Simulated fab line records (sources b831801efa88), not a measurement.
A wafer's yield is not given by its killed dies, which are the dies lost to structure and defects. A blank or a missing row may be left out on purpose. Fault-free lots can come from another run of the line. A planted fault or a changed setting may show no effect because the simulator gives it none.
The same fault as seen by 2 desks    flow gf180mcu    each desk holds nothing but its own numbers, with what lay behind them at the end

## THE TOOL OWNER'S DESK: krf_scanner-02
The tool's own readings at GF_M4_EXPOSE_11 (exposes mask Metal4, target cd 280 nm): means of the sampled wafers that have a number, for each lot that ran on this tool. If a lot's mean is further than 4 standard deviations from the usual mean, the lot is out of limits and carries the mark OUT (the distance appears in the brackets).
Columns: A = reticle_temp_C at GF_M4_EXPOSE_11, usual 23.01 C
lot   first seen here  A
L195  day 22 21:54     23.03
L200  day 24 23:47     22.92
L202  day 25 16:42     23.06
L203  day 26 02:17     23.11
L204  day 26 06:40     22.93
L208  day 27 12:40     22.93
L210  day 28 03:28     23.02
Finding of this desk: none of the 7 lots has anything out of limits.

## AT THE METROLOGY DESK
Means of the sampled wafers that have a number, per lot and without regard to the tool the lot ran on: this is what the gauges read. If a lot's mean is further than 4 standard deviations from the usual mean, the lot is out of limits and carries the mark OUT (the distance appears in the brackets).
Columns: A = M4_ALCU_THK at GF_M4_THK_MEAS_06, usual 452 nm; B = cd_nm at GF_M4_CD_MEAS_14, usual 279.8 nm
lot   first seen here  A    B
L195  day 22 09:51     455  279.5
L196  day 23 01:47     457  278.8
L197  day 23 08:41     454  280.3
L198  day 23 16:50     440  279.2
L200  day 24 12:41     450  278.8
L201  day 24 20:53     456  279.3
L202  day 25 06:10     443  280.2
L203  day 25 15:10     447  278.0
L204  day 25 20:11     451  279.5
L208  day 27 02:56     451  279.2
L210  day 27 17:32     461  278.4
L218  day 30 04:56     457  279.9
Finding of this desk: none of the 12 lots has anything out of limits.

## PUT TOGETHER
Nothing out of limits was seen by the tool owner's desk.
At the metrology desk, nothing out of limits was observed.

## WHAT THE SIMULATOR HAD PUT IN
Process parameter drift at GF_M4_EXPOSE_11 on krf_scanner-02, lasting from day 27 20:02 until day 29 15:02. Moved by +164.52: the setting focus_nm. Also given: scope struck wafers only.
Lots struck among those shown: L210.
